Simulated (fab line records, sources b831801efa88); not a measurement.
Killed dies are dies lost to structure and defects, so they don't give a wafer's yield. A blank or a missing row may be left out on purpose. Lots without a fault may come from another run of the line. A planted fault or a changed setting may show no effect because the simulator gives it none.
fab line records | flow gf180mcu
record lots=24 wafers=72 last_day=34
route steps=602 shown M3@410 V3@431 M5@534 V5@542
lots that met no fault: from a run of the same line without faults
start_h: hours from the record's first day to the start of the lot's first wafer shown | wait_h: hours since the lot's step before | " the same as in the row above | L1.1+2: a row that stands for several wafers | - no value, or no start given | * or withheld: withheld | < > ~ a bound
route shown NAME@n: a module of which the file shows steps, and the number in the route of the first | usual: mean/standard deviation of fault-free wafers | same: alike in all rows | chamber/n: place in a boat | sites: the reading at each site | _std_site: their standard deviation | _edge_site: outer sites' mean less inner sites' | radius_mm: how far each site lies from the wafer's centre | mask NAME#n: copy n | behind: the tool/chamber that last shaped the wafer | hold: why the lot was held/for how many hours/how that ended | device: the transistor (n, p or np) that didn't switch | end of line: the same wafers' tests at the end of the route | a step without rows: its recipe alone | killed: dies lost to structure and defects at the first sort, not the wafer's yield | map: a wafer's dies, x killed, . not, _ none there
set.NAME: the setting as run; set.NAME@STEP: as run at that earlier step | model.NAME: the simulator's own value behind a step, which no gauge read
steps of the route over a sample of lots; a table a step, a row a wafer
services: from which hour (start_h, from the record's first day; less than 0 if before it) a tool's chamber was out of use, for how many hours, and why
## steps
# step GF_M3_SPUTTER_01
# recipe material=TiN target_thk_nm=30 power_w=6500 time_s=25 chamber_pressure_pa=0.4
# usual throttle_valve_pct=30.3/1.3
# columns lot.wafer tool chamber start_h wait_h throttle_valve_pct
L074.1 pvd_sputter-03 - 458.38 0.1 29.9
L074.3 " - " " 29.8
L074.4 " - " " 32.2
L075.4 pvd_sputter-04 - 466.77 0.1 30.2
L075.5 " - " " 32.1
L075.6 " - " " 27.1
L076.1 pvd_sputter-04 - 478.32 0.1 29.9
L076.3 " - " " 32.0
L076.6 " - " " 29.9
L077.1 pvd_sputter-03 - 488.58 0.1 31.9
L077.2 " - " " 31.1
L077.4 " - " " 30.2
L078.1 pvd_sputter-04 - 495.48 0.1 27.2
L078.3 " - " " 29.9
L078.4 " - " " 32.0
L079.2 pvd_sputter-01 - 511.47 0.1 29.3
L079.4 " - " " 30.9
L079.6 " - " " 30.7
L080.1 pvd_sputter-01 - 522.50 0.1 31.0
L080.2 " - " " 31.6
L080.5 " - " " 29.3
L081.2 pvd_sputter-03 - 527.83 0.1 31.9
L081.3 " - " " 30.5
L081.4 " - " " 31.1
L082.1 pvd_sputter-03 - 540.37 0.1 30.0
L082.3 " - " " 32.0
L082.5 " - " " 30.0
L083.1 pvd_sputter-03 - 545.12 0.1 29.9
L083.2 " - " " 31.8
L083.6 " - " " 30.4
L084.1 pvd_sputter-03 - 557.87 0.1 31.9
L084.4 " - " " 30.2
L084.5 " - " " 30.4
L085.2 pvd_sputter-04 - 562.77 0.1 30.1
L085.5 " - " " 32.3
L085.6 " - " " 29.9
L086.1 pvd_sputter-03 - 568.99 0.1 31.9
L086.2 " - " " 30.2
L086.4 " - " " 31.1
L087.1 pvd_sputter-01 - 578.13 0.1 30.8
L087.4 " - " " 29.1
L087.5 " - " " 29.2
L088.1 pvd_sputter-01 - 584.91 0.1 31.3
L088.3 " - " " 29.5
L088.5 " - " " 31.5
L089.3 pvd_sputter-01 - 587.73 0.1 31.5
L089.5 " - " " 31.0
L089.6 " - " " 29.1
L090.1 pvd_sputter-01 - 600.22 0.1 31.7
L090.5 " - " " 28.9
L090.6 " - " " 30.9
L091.1 pvd_sputter-03 - 612.82 0.1 31.2
L091.3 " - " " 30.1
L091.5 " - " " 30.9
L093.4 pvd_sputter-03 - 627.95 0.1 32.2
L093.5 " - " " 29.8
L093.6 " - " " 32.0
L092.3 pvd_sputter-01 - 628.27 0.1 30.9
L092.4 " - " " 28.5
L092.5 " - " " 28.8
L094.1 pvd_sputter-03 - 630.53 0.1 31.9
L094.4 " - " " 31.1
L094.6 " - " " 31.1
L095.1 pvd_sputter-01 - 637.87 0.1 30.8
L095.2 " - " " 31.6
L095.6 " - " " 31.7
L096.2 pvd_sputter-04 - 651.53 0.1 29.8
L096.3 " - " " 27.1
L096.4 " - " " 32.2
L097.3 pvd_sputter-01 - 652.65 0.1 28.8
L097.4 " - " " 31.3
L097.5 " - " " 31.6
# step GF_M3_SPUTTER_03
# recipe material=Ti target_thk_nm=10 substrate_temp_c=300 chamber_pressure_pa=0.3 power_w=3000 time_s=6.7
# usual throttle_valve_pct=30.3/1.3
# columns lot.wafer tool chamber start_h wait_h throttle_valve_pct
L074.1 pvd_sputter-03 - 458.45 0.0 30.4
L074.3 " - " " 29.8
L074.4 " - " " 31.7
L075.4 pvd_sputter-04 - 466.83 0.0 29.9
L075.5 " - " " 32.0
L075.6 " - " " 27.2
L076.1 pvd_sputter-04 - 478.38 0.0 30.2
L076.3 " - " " 31.9
L076.6 " - " " 29.8
L077.1 pvd_sputter-03 - 488.64 0.0 31.8
L077.2 " - " " 31.1
L077.4 " - " " 30.1
L078.1 pvd_sputter-04 - 495.54 0.0 27.2
L078.3 " - " " 29.9
L078.4 " - " " 32.2
L079.2 pvd_sputter-01 - 511.53 0.0 29.2
L079.4 " - " " 30.8
L079.6 " - " " 30.5
L080.1 pvd_sputter-01 - 522.56 0.0 31.0
L080.2 " - " " 31.6
L080.5 " - " " 29.2
L081.2 pvd_sputter-03 - 527.89 0.0 31.9
L081.3 " - " " 29.9
L081.4 " - " " 31.0
L082.1 pvd_sputter-03 - 540.43 0.0 30.3
L082.3 " - " " 32.0
L082.5 " - " " 30.1
L083.1 pvd_sputter-03 - 545.18 0.0 30.3
L083.2 " - " " 32.0
L083.6 " - " " 30.3
L084.1 pvd_sputter-03 - 557.93 0.0 32.0
L084.4 " - " " 30.0
L084.5 " - " " 29.8
L085.2 pvd_sputter-04 - 562.83 0.0 30.0
L085.5 " - " " 32.2
L085.6 " - " " 30.1
L086.1 pvd_sputter-03 - 569.05 0.0 31.9
L086.2 " - " " 29.9
L086.4 " - " " 30.9
L087.1 pvd_sputter-01 - 578.20 0.0 30.8
L087.4 " - " " 29.2
L087.5 " - " " 29.6
L088.1 pvd_sputter-01 - 584.98 0.0 31.7
L088.3 " - " " 29.3
L088.5 " - " " 31.6
L089.3 pvd_sputter-01 - 587.80 0.0 31.3
L089.5 " - " " 31.0
L089.6 " - " " 29.5
L090.1 pvd_sputter-01 - 600.29 0.0 31.7
L090.5 " - " " 29.2
L090.6 " - " " 30.7
L091.1 pvd_sputter-03 - 612.89 0.0 30.6
L091.3 " - " " 30.0
L091.5 " - " " 31.0
L093.4 pvd_sputter-03 - 628.01 0.0 32.1
L093.5 " - " " 30.0
L093.6 " - " " 31.6
L092.3 pvd_sputter-01 - 628.33 0.0 31.0
L092.4 " - " " 28.7
L092.5 " - " " 28.7
L094.1 pvd_sputter-03 - 630.59 0.0 32.0
L094.4 " - " " 31.0
L094.6 " - " " 31.1
L095.1 pvd_sputter-01 - 637.93 0.0 31.0
L095.2 " - " " 31.4
L095.6 " - " " 31.5
L096.2 pvd_sputter-04 - 651.59 0.0 29.9
L096.3 " - " " 27.1
L096.4 " - " " 32.0
L097.3 pvd_sputter-01 - 652.71 0.0 28.7
L097.4 " - " " 31.4
L097.5 " - " " 31.4
# step GF_V3_CVD_02
# recipe material=SiO2 target_thk_nm=850 precursor=TEOS temp_c=400 time_s=94.851 rf_w=600
# usual heater_power_w=672/71
# columns lot.wafer tool chamber start_h wait_h heater_power_w
L074.1 pecvd-01 1 483.86 0.1 751
L074.3 " 0 " " 628
L074.4 " 0 " " 670
L075.4 pecvd-04 0 492.09 0.1 733
L075.5 " 1 " " 617
L075.6 " 2 " " 573
L076.1 pecvd-02 0 503.39 0.1 632
L076.3 " 1 " " 787
L076.6 " 1 " " 646
L077.1 pecvd-02 0 513.19 0.1 646
L077.2 " 1 " " 675
L077.4 " 1 " " 750
L078.1 pecvd-02 2 519.75 0.1 588
L078.3 " 0 " " 587
L078.4 " 1 " " 797
L079.2 pecvd-01 2 535.66 0.0 686
L079.4 " 2 " " 729
L079.6 " 1 " " 703
L080.1 pecvd-04 1 546.26 0.1 729
L080.2 " 0 " " 721
L080.5 " 1 " " 732
L081.2 pecvd-02 1 551.34 0.0 789
L081.3 " 0 " " 674
L081.4 " 1 " " 635
L082.1 pecvd-04 0 563.54 0.1 642
L082.3 " 2 " " 539
L082.5 " 0 " " 686
L083.1 pecvd-04 1 568.16 0.1 779
L083.2 " 0 " " 623
L083.6 " 0 " " 684
L084.1 pecvd-02 1 580.85 0.1 779
L084.4 " 1 " " 642
L084.5 " 1 " " 705
L085.2 pecvd-02 1 585.44 0.0 763
L085.5 " 2 " " 701
L085.6 " 1 " " 637
L086.1 pecvd-01 2 590.99 0.1 732
L086.2 " 1 " " 716
L086.4 " 2 " " 766
L087.1 pecvd-01 1 600.00 0.1 724
L087.4 " 0 " " 719
L087.5 " 1 " " 585
L088.1 pecvd-02 0 607.21 0.1 685
L088.3 " 2 " " 703
L088.5 " 1 " " 806
L089.3 pecvd-02 1 609.59 0.0 805
L089.5 " 1 " " 640
L089.6 " 0 " " 691
L090.1 pecvd-04 1 621.55 0.1 745
L090.5 " 1 " " 620
L090.6 " 0 " " 763
L091.1 pecvd-01 2 633.43 0.1 634
L091.3 " 1 " " 662
L091.5 " 1 " " 691
L093.4 pecvd-04 0 648.42 0.1 690
L093.5 " 1 " " 751
L093.6 " 2 " " 551
L092.3 pecvd-02 1 649.70 0.0 625
L092.4 " 1 " " 723
L092.5 " 2 " " 701
L094.1 pecvd-01 1 650.99 0.1 610
L094.4 " 2 " " 620
L094.6 " 1 " " 659
L095.1 pecvd-02 2 658.64 0.1 707
L095.2 " 1 " " 802
L095.6 " 1 " " 652
L096.2 pecvd-01 2 672.27 0.0 667
L096.3 " 1 " " 730
L096.4 " 2 " " 737
L097.3 pecvd-02 0 673.19 0.0 683
L097.4 " 2 " " 715
L097.5 " 1 " " 762
# step GF_V3_CD_MEAS_14
# recipe target_cd_nm=260
# usual cd_nm=259.9/1.1
# columns lot.wafer tool chamber start_h wait_h cd_nm
L074.1 cd_sem-02 - 507.96 0.1 260.7
L074.3 " - " " 259.8
L074.4 " - " " 261.4
L075.4 cd_sem-02 - 516.07 0.1 259.8
L075.5 " - " " 260.8
L075.6 " - " " 261.1
L076.1 cd_sem-01 - 527.11 0.1 259.2
L076.3 " - " " 259.7
L076.6 " - " " 260.3
L077.1 cd_sem-02 - 537.02 0.1 260.3
L077.2 " - " " 261.3
L077.4 " - " " 261.9
L078.1 cd_sem-01 - 542.36 0.1 259.7
L078.3 " - " " 261.3
L078.4 " - " " 260.6
L079.2 cd_sem-01 - 558.29 0.1 259.3
L079.4 " - " " 259.7
L079.6 " - " " 260.2
L080.1 cd_sem-02 - 568.47 0.1 257.0
L080.2 " - " " 257.6
L080.5 " - " " 257.8
L081.2 cd_sem-01 - 573.04 0.1 258.5
L081.3 " - " " 258.4
L081.4 " - " " 257.5
L082.1 cd_sem-01 - 585.62 0.1 261.1
L082.3 " - " " 260.5
L082.5 " - " " 261.6
L083.1 cd_sem-01 - 589.71 0.1 259.2
L083.2 " - " " 259.8
L083.6 " - " " 257.8
L084.1 cd_sem-02 - 602.80 0.1 260.6
L084.4 " - " " 261.0
L084.5 " - " " 260.9
L085.2 cd_sem-02 - 606.79 0.1 259.9
L085.5 " - " " 261.4
L085.6 " - " " 261.4
L086.1 cd_sem-02 - 612.72 0.1 258.0
L086.2 " - " " 261.5
L086.4 " - " " 260.0
L087.1 cd_sem-01 - 620.87 0.1 260.6
L087.4 " - " " 261.5
L087.5 " - " " 260.6
L088.1 cd_sem-02 - 628.87 0.1 259.9
L088.3 " - " " 259.4
L088.5 " - " " 258.6
L089.3 cd_sem-01 - 629.95 0.1 259.9
L089.5 " - " " 258.8
L089.6 " - " " 260.8
L090.1 cd_sem-02 - 645.60 0.1 259.6
L090.5 " - " " 259.3
L090.6 " - " " 259.1
L091.1 cd_sem-02 - 654.92 0.1 259.2
L091.3 " - " " 259.3
L091.5 " - " " 259.6
L093.4 cd_sem-01 - 667.97 0.1 260.4
L093.5 " - " " 260.1
L093.6 " - " " 258.9
L092.3 cd_sem-02 - 669.56 0.1 260.5
L092.4 " - " " 260.1
L092.5 " - " " 261.4
L094.1 cd_sem-02 - 670.71 0.1 260.1
L094.4 " - " " 259.5
L094.6 " - " " 258.3
L095.1 cd_sem-02 - 678.35 0.1 259.2
L095.2 " - " " 258.3
L095.6 " - " " 258.6
L096.2 cd_sem-02 - 691.24 0.1 259.3
L096.3 " - " " 259.9
L096.4 " - " " 259.2
L097.3 cd_sem-02 - 692.34 0.1 260.5
L097.4 " - " " 261.6
L097.5 " - " " 259.6
# step GF_M5_OVL_MEAS_08
# usual M5_OVL=1/5.9
# columns lot.wafer tool chamber start_h wait_h M5_OVL[nm]
L074.1 overlay-02 - 601.22 0.1 2
L074.3 " - " " -3
L074.4 " - " " 0
L075.4 overlay-01 - 608.39 0.1 0
L075.5 " - " " 3
L075.6 " - " " 3
L076.1 overlay-01 - 618.58 0.1 -4
L076.3 " - " " -2
L076.6 " - " " -10
L077.1 overlay-01 - 628.68 0.1 1
L077.2 " - " " 5
L077.4 " - " " 8
L078.1 overlay-01 - 631.22 0.1 0
L078.3 " - " " -10
L078.4 " - " " 2
L079.2 overlay-02 - 647.88 0.1 0
L079.4 " - " " 4
L079.6 " - " " -2
L080.1 overlay-01 - 654.88 0.1 -7
L080.2 " - " " -12
L080.5 " - " " -10
L081.2 overlay-02 - 663.25 0.1 5
L081.3 " - " " 4
L081.4 " - " " 6
L082.1 overlay-02 - 673.07 0.1 5
L082.3 " - " " 2
L082.5 " - " " -1
L083.1 overlay-01 - 675.07 0.1 8
L083.2 " - " " 5
L083.6 " - " " 4
L084.1 overlay-02 - 689.82 0.1 6
L084.4 " - " " 13
L084.5 " - " " 10
L085.2 overlay-01 - 691.43 0.1 -2
L085.5 " - " " -9
L085.6 " - " " -5
L086.1 overlay-01 - 695.57 0.1 2
L086.2 " - " " 6
L086.4 " - " " 2
L087.1 overlay-02 - 706.42 0.1 -7
L087.4 " - " " -1
L087.5 " - " " -6
L088.1 overlay-02 - 711.14 0.1 2
L088.3 " - " " 10
L088.5 " - " " 3
L089.3 overlay-01 - 713.89 0.1 -1
L089.5 " - " " 4
L089.6 " - " " 1
L090.1 overlay-01 - 725.97 0.1 2
L090.5 " - " " 2
L090.6 " - " " 4
L091.1 overlay-02 - 734.67 0.1 -12
L091.3 " - " " -5
L091.5 " - " " -13
L093.4 overlay-02 - 745.14 0.1 -6
L093.5 " - " " -11
L093.6 " - " " -3
L092.3 overlay-02 - 746.54 0.1 -3
L092.4 " - " " 1
L092.5 " - " " 5
L094.1 overlay-01 - 748.72 0.1 6
L094.4 " - " " 6
L094.6 " - " " 1
L095.1 overlay-01 - 755.12 0.1 1
L095.2 " - " " 3
L095.6 " - " " 0
L096.2 overlay-02 - 766.15 0.1 -7
L096.3 " - " " -12
L096.4 " - " " -5
L097.3 overlay-01 - 767.85 0.1 6
L097.4 " - " " 0
L097.5 " - " " 7
# step GF_V5_CVD_02
# recipe material=SiO2 target_thk_nm=1450 precursor=TEOS temp_c=400 time_s=163.28 rf_w=600
# usual heater_power_w=657/85
# columns lot.wafer tool chamber start_h wait_h heater_power_w
L074.1 pecvd-01 0 602.03 0.1 668
L074.3 " 2 " " 639
L074.4 " 1 " " 722
L075.4 pecvd-01 1 609.25 0.1 602
L075.5 " 2 " " 619
L075.6 " 0 " " 571
L076.1 pecvd-04 0 619.39 0.1 702
L076.3 " 1 " " 761
L076.6 " 0 " " 763
L077.1 pecvd-01 1 629.61 0.1 692
L077.2 " 2 " " 753
L077.4 " 0 " " 577
L078.1 pecvd-01 2 632.03 0.1 733
L078.3 " 1 " " 607
L078.4 " 2 " " 773
L079.2 pecvd-03 1 648.68 0.0 774
L079.4 " 0 " " 696
L079.6 " 2 " " 585
L080.1 pecvd-01 2 655.78 0.1 769
L080.2 " 0 " " 682
L080.5 " 0 " " 734
L081.2 pecvd-03 1 664.21 0.0 789
L081.3 " 0 " " 658
L081.4 " 0 " " 719
L082.1 pecvd-04 0 673.88 0.1 690
L082.3 " 1 " " 652
L082.5 " 2 " " 444
L083.1 pecvd-01 0 675.91 0.1 651
L083.2 " 2 " " 747
L083.6 " 2 " " 621
L084.1 pecvd-04 2 690.66 0.1 453
L084.4 " 2 " " 520
L084.5 " 1 " " 603
L085.2 pecvd-01 0 692.23 0.0 647
L085.5 " 1 " " 596
L085.6 " 2 " " 758
L086.1 pecvd-03 1 696.38 0.1 731
L086.2 " 0 " " 657
L086.4 " 2 " " 469
L087.1 pecvd-01 0 707.26 0.1 701
L087.4 " 1 " " 596
L087.5 " 0 " " 570
L088.1 pecvd-04 2 712.04 0.1 523
L088.3 " 0 " " 718
L088.5 " 0 " " 619
L089.3 pecvd-01 1 714.72 0.0 746
L089.5 " 0 " " 710
L089.6 " 1 " " 602
L090.1 pecvd-04 2 726.78 0.1 527
L090.5 " 0 " " 707
L090.6 " 2 " " 554
L091.1 pecvd-04 0 735.52 0.1 736
L091.3 " 2 " " 460
L091.5 " 1 " " 714
L093.4 pecvd-04 2 746.05 0.1 571
L093.5 " 0 " " 599
L093.6 " 1 " " 721
L092.3 pecvd-01 2 747.34 0.0 797
L092.4 " 2 " " 630
L092.5 " 0 " " 689
L094.1 pecvd-01 0 749.56 0.1 690
L094.4 " 0 " " 572
L094.6 " 1 " " 596
L095.1 pecvd-01 0 756.08 0.1 635
L095.2 " 2 " " 684
L095.6 " 0 " " 710
L096.2 pecvd-04 2 766.96 0.0 471
L096.3 " 1 " " 702
L096.4 " 1 " " 590
L097.3 pecvd-04 1 768.65 0.0 699
L097.4 " 1 " " 724
L097.5 " 0 " " 607
## services
# columns tool chamber start_h hours kind
pvd_sputter-01 - 434.88 4.9 repair
pvd_sputter-04 - 437.73 4.5 repair
pecvd-01 - 444.32 0.3 repair
pecvd-02 - 455.29 2.8 pm
pvd_sputter-01 - 473.68 1.7 repair
pecvd-04 2 494.91 5.6 repair
pecvd-03 - 495.38 14.6 pm
pvd_sputter-04 - 524.49 0.7 repair
pecvd-04 - 529.00 2.1 repair
pvd_sputter-04 - 530.81 2.1 repair
pvd_sputter-01 - 568.82 0.5 repair
pecvd-01 1 569.96 5.9 repair
pecvd-02 0 573.47 9.3 repair
pecvd-04 - 582.21 14.6 pm
pecvd-04 - 596.81 14.0 pm
pecvd-01 - 612.58 2.8 pm
pecvd-01 - 645.03 1.4 repair
pecvd-02 0 650.90 7.2 repair
pecvd-01 - 661.37 6.0 pm
pvd_sputter-04 - 683.54 5.1 repair
pvd_sputter-04 - 715.22 2.3 repair
pecvd-01 1 716.08 12.7 repair
pecvd-02 2 717.26 8.6 repair
pvd_sputter-03 - 759.16 2.4 repair
## key
fault none
